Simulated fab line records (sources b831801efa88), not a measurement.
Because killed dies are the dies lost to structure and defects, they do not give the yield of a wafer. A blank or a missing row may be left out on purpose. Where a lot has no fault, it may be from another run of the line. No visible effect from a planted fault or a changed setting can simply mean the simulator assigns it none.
A single fault, viewed from 2 desks	flow gf180mcu	numbers are kept per desk, each desk with only its own; the story behind them comes last

== AT THE TOOL OWNER'S DESK: lithoTrack-04 ==
Per lot that ran on this tool, the mean of the sampled wafers carrying a number, from the tool's own readings at GF_POLY_GATE_SOFTBAKE_06 (time 60 s). Any lot whose mean is over 4 standard deviations away from the usual mean is out of limits and marked OUT; that distance is given in the brackets.
Columns: A = heaterPowerTotalW at GF_POLY_GATE_SOFTBAKE_06, usual 93.05 W; B = plateTempC at GF_POLY_GATE_SOFTBAKE_06, usual 130.01 C
lot	first seen here	A	B
L778	day 9 21:00	93.01	129.94
L783	day 11 12:00	103.55 (+99 or more) OUT	140.96 (+73) OUT
L786	day 12 05:00	103.47 (+99 or more) OUT	140.95 (+73) OUT
L795	day 14 22:00	93.06	130.07
This desk finds L783, L786 out of limits, L783 being first, at day 11 12:00 (heaterPowerTotalW at GF_POLY_GATE_SOFTBAKE_06). L778, L795 stayed within limits.

== METROLOGY DESK ==
Means of the sampled wafers that have a number, per lot and without regard to the tool the lot ran on: this is what the gauges read. Any lot whose mean is over 4 standard deviations away from the usual mean is out of limits and marked OUT; that distance is given in the brackets.
Columns: A = VT_IMPLANT_02_OVL at GF_VT_IMPLANT_OVL_MEAS_29, usual 0.1 nm; B = LVPWELL_RS at GF_VT_IMPLANT_RS_MEAS_48, usual 1196.1 ohm/sq; C = cdNm at GF_POLY_GATE_CD_MEAS_10, usual 279.8 nm; D = cdNm at GF_POLY_GATE_CD_MEAS_18, usual 278.4 nm
lot	first seen here	A	B	C	D
L774	day 6 18:19	1.5	1195.9	279.6	277.8
L775	day 7 04:26	-0.3	1196.9	280.5	281.0
L776	day 7 09:01	1.2	1196.1	278.6	277.1
L777	day 7 15:55	-1.6	1196.2	280.3	279.8
L778	day 7 20:49	-0.0	1193.7	279.4	277.6
L783	day 9 08:28	-0.9	1199.7	241.7 (-32) OUT	241.1 (-17) OUT
L786	day 10 02:28	0.2	1199.0	248.6 (-26) OUT	247.1 (-14) OUT
L789	day 11 01:10	-0.8	1198.0	281.7	281.9
L790	day 11 04:24	2.2	1195.4	280.1	278.5
L795	day 12 13:10	-0.1	1196.9	279.3	281.1
L796	day 12 18:54	1.4	1193.1	278.7	275.7
L797	day 13 06:40	0.4	1192.7	280.8	278.2
This desk finds L783, L786 out of limits, L783 being first, at day 11 22:27 (cdNm at GF_POLY_GATE_CD_MEAS_10). L774, L775, L776, L777, L778, L789, L790, L795, L796, L797 stayed within limits.

== ALL TOGETHER ==
An alarm could have come from the tool owner's desk at day 11 12:00, on L783, L786.
On L783, L786, the metrology desk was in a position to raise an alarm at day 11 22:27.
Of the lots named, all ran GF_POLY_GATE_SOFTBAKE_06 on lithoTrack-04.

== WHAT HAD BEEN PUT IN BY THE SIMULATOR ==
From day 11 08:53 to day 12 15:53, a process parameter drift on lithoTrack-04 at GF_POLY_GATE_SOFTBAKE_06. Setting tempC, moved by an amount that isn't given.
Shown lots that were struck: L783, L786.
Counting hours from when the fault started, the first reading out of limits came at 3 for the tool owner's desk and at 14 for the metrology desk.
